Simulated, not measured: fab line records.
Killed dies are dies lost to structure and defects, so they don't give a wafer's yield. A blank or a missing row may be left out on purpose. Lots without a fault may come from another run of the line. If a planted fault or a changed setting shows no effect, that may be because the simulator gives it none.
A struck lot beside a sound one + flow sky130 + 46 out of 708 route steps
Sound: wafers L405.1, L405.5, L405.6. Wafers struck: L423.1, L423.5, L423.6. Last of all comes the cause.
At each step with rows: each side's tool, then ch and its chambers, then its first start. Under that, the readings that differ: sound wafers + struck wafers + difference of the means + sigmas: that difference in standard deviations of wafers without a fault.
alike: words and numbers the same on both sides, and readings whose means are apart by under 2 such deviations; not compared: readings that were withheld, readings missing a value for some wafer, numbers with overlapping values and no deviation given by the record, and bounds like >300 which may hide the same value.
Wherever a step has rows on one side only, a row that says differs or no value, or a row with sigmas, the two part there. When numbers do not overlap yet have no deviation, they are printed without sigmas and do not part them. Lack of a reading on every wafer of one side parts them only where that side has two or more wafers.

first, 5 steps without rows for these wafers: SKY_VT_ADJUST_HVTP_COAT_02 (resist thk 1140 nm); SKY_VT_ADJUST_HVTP_SOFTBAKE_03 (time 60 s); SKY_VT_ADJUST_HVTP_EXPOSE_04 (exposes mask HVTPM, target cd 380 nm); SKY_VT_ADJUST_HVTP_PEB_05; SKY_VT_ADJUST_HVTP_DEVELOP_06 (develop time 61.85 s).
SKY_VT_ADJUST_HVTP_CD_MEAS_07: target cd 380 nm.
  sound on cd_sem-02, day 6 09:35; struck on cd_sem-01, day 11 04:47
| reading    | sound             | struck            | difference | sigmas |
|------------|-------------------|-------------------|------------|--------|
| cd_nm (nm) | 376.5 375.7 375.6 | 384.3 382.2 380.1 | +6.3       | +3     |
SKY_VT_ADJUST_HVTP_OVL_MEAS_08:
  sound on overlay-02, day 6 09:42; struck on overlay-01, day 11 04:54
  alike: VT_ADJUST_HVTP_OVL
after that, 1 step had no rows for these wafers: SKY_VT_ADJUST_HVTP_IMPLANT_09.
SKY_VT_ADJUST_HVTP_STRIP_10: strips in O2/N2.
  sound on plasma_asher-01 ch 0,1, day 6 09:53; struck on plasma_asher-03 ch 0,1, day 11 05:05
| reading                      | sound             | struck            | difference | sigmas |
|------------------------------|-------------------|-------------------|------------|--------|
| strip_time_to_endpoint_s (s) | 14.27 14.27 14.27 | 14.17 14.19 14.14 | -0.10      | -3     |
  alike: drypump_motor_current_A, oes_product_au
  not compared: rf_hours_counter_h
SKY_VT_ADJUST_HVTP_TW_MEAS_11:
  sound on film_metro-04, day 6 09:59; struck on film_metro-04, day 11 05:11
  alike: VT_ADJUST_HVTP_TW
then, 2 steps without rows for these wafers: SKY_VT_ADJUST_LVTN_DEHYDRATE_00 (time 60 s); SKY_VT_ADJUST_LVTN_HMDS_01 (prime time 60 s).
SKY_VT_ADJUST_LVTN_COAT_02: resist thk 3000 nm.
  sound on litho_track-02 ch 0, day 6 19:12; struck on litho_track-03, day 11 16:47
  no value came back on the struck wafers for chill_plate_temp_C (C), dispense_pressure_kPa (kPa); on the sound wafers chill_plate_temp_C (C) reads 22.90 23.09 22.87
then, 4 steps without rows for these wafers: SKY_VT_ADJUST_LVTN_SOFTBAKE_03; SKY_VT_ADJUST_LVTN_EXPOSE_04 (exposes mask NWM COMPLEMENT LESS NATIVE, target cd 840 nm); SKY_VT_ADJUST_LVTN_PEB_05; SKY_VT_ADJUST_LVTN_DEVELOP_06 (develop time 60 s).
SKY_VT_ADJUST_LVTN_OVL_MEAS_07:
  sound on overlay-02, day 7 05:06; struck on overlay-01, day 12 05:12
| reading                 | sound          | struck | difference                    | sigmas |
|-------------------------|----------------|--------|-------------------------------|--------|
| VT_ADJUST_LVTN_OVL (nm) | -0.5 -1.1 -1.4 | - - -  | no value on the struck wafers |        |
after that, 1 step had no rows for these wafers: SKY_VT_ADJUST_LVTN_IMPLANT_08.
SKY_VT_ADJUST_LVTN_STRIP_09: strips in O2/N2.
  sound on plasma_asher-01 ch 0,1, day 7 05:17; struck on plasma_asher-01 ch 0,1, day 12 05:23
  no value came back on the struck wafers for oes_product_au (a.u.), strip_time_to_endpoint_s (s); on the sound wafers oes_product_au (a.u.) reads 0.718 0.730 0.723
  alike: drypump_motor_current_A
  not compared: rf_hours_counter_h
SKY_VT_ADJUST_LVTN_TW_MEAS_10:
  sound on film_metro-01, day 7 05:23; struck on film_metro-04, day 12 05:29
| reading           | sound             | struck            | difference | sigmas |
|-------------------|-------------------|-------------------|------------|--------|
| VT_ADJUST_LVTN_TW | 236.6 237.8 237.3 | 243.9 244.3 243.5 | +6.7       | +2     |
then, 7 steps without rows for these wafers: SKY_VT_ADJUST_LVTN_DEHYDRATE_11 (time 60 s); SKY_VT_ADJUST_LVTN_HMDS_12 (prime time 60 s); SKY_VT_ADJUST_LVTN_COAT_13 (resist thk 1140 nm); SKY_VT_ADJUST_LVTN_SOFTBAKE_14 (time 60 s); SKY_VT_ADJUST_LVTN_EXPOSE_15 (exposes mask HVN STD DERIVED, target cd 600 nm); SKY_VT_ADJUST_LVTN_PEB_16; SKY_VT_ADJUST_LVTN_DEVELOP_17 (develop time 60 s).
SKY_VT_ADJUST_LVTN_OVL_MEAS_18:
  sound on overlay-02, day 8 01:51; struck on overlay-02, day 13 06:35
  alike: VT_ADJUST_LVTN_01_OVL
after that, 1 step had no rows for these wafers: SKY_VT_ADJUST_LVTN_IMPLANT_19.
SKY_VT_ADJUST_LVTN_STRIP_20: strips in O2/N2.
  sound on plasma_asher-02 ch 0,1, day 8 02:02; struck on plasma_asher-04 ch 0,1, day 13 06:46
  alike: drypump_motor_current_A, oes_product_au, strip_time_to_endpoint_s
  not compared: rf_hours_counter_h
SKY_VT_ADJUST_LVTN_TW_MEAS_21:
  sound on film_metro-04, day 8 02:08; struck on film_metro-02, day 13 06:52
| reading             | sound             | struck            | difference | sigmas |
|---------------------|-------------------|-------------------|------------|--------|
| VT_ADJUST_LVTN_2_TW | 189.6 190.7 190.5 | 265.9 266.5 266.2 | +75.9      | +32    |
then, 7 steps without rows for these wafers: SKY_VT_ADJUST_NCORE_DEHYDRATE_00 (time 60 s); SKY_VT_ADJUST_NCORE_HMDS_01 (prime time 60 s); SKY_VT_ADJUST_NCORE_COAT_02 (resist thk 1140 nm); SKY_VT_ADJUST_NCORE_SOFTBAKE_03 (time 60 s); SKY_VT_ADJUST_NCORE_EXPOSE_04 (exposes mask LVTN COMPLEMENT THIN, target cd 380 nm); SKY_VT_ADJUST_NCORE_PEB_05; SKY_VT_ADJUST_NCORE_DEVELOP_06 (develop time 60 s).
SKY_VT_ADJUST_NCORE_CD_MEAS_07: target cd 380 nm.
  sound on cd_sem-02, day 8 22:27; struck on cd_sem-01, day 14 08:00
  alike: cd_nm
SKY_VT_ADJUST_NCORE_OVL_MEAS_08:
  sound on overlay-02, day 8 22:34; struck on overlay-01, day 14 08:07
  alike: VT_ADJUST_NCORE_OVL
after that, 1 step had no rows for these wafers: SKY_VT_ADJUST_NCORE_IMPLANT_09.
SKY_VT_ADJUST_NCORE_TW_MEAS_11:
  sound on film_metro-01, day 8 22:52; struck on film_metro-01, day 14 08:25
| reading            | sound             | struck            | difference | sigmas |
|--------------------|-------------------|-------------------|------------|--------|
| VT_ADJUST_NCORE_TW | 213.7 213.7 214.4 | 277.9 278.1 277.8 | +64.0      | +49    |
SKY_VT_ADJUST_HVTR_TW_MEAS_11:
  sound on film_metro-03, day 9 20:09; struck on film_metro-04, day 15 11:47
| reading           | sound             | struck            | difference | sigmas |
|-------------------|-------------------|-------------------|------------|--------|
| VT_ADJUST_HVTR_TW | 209.3 211.3 208.8 | 283.0 282.6 280.5 | +72.2      | +28    |
SKY_VT_ADJUST_PCH_TW_MEAS_10:
  sound on film_metro-03, day 10 19:17; struck on film_metro-03, day 16 15:31
| reading          | sound             | struck            | difference | sigmas |
|------------------|-------------------|-------------------|------------|--------|
| VT_ADJUST_PCH_TW | 142.2 141.9 141.7 | 249.4 249.5 250.2 | +107.8     | +77    |
SKY_SONOS_TUNNEL_TW_MEAS_12:
  sound on film_metro-01, day 11 18:00; struck on film_metro-04, day 17 20:23
| reading         | sound             | struck            | difference | sigmas |
|-----------------|-------------------|-------------------|------------|--------|
| SONOS_TUNNEL_TW | 193.8 194.9 193.8 | 273.8 273.3 272.9 | +79.2      | +34    |

WHERE THEY PART
Last at SKY_SONOS_TUNNEL_TW_MEAS_12 as far as this record goes, first at SKY_VT_ADJUST_HVTP_CD_MEAS_07.

WHY: the cause the simulator had injected
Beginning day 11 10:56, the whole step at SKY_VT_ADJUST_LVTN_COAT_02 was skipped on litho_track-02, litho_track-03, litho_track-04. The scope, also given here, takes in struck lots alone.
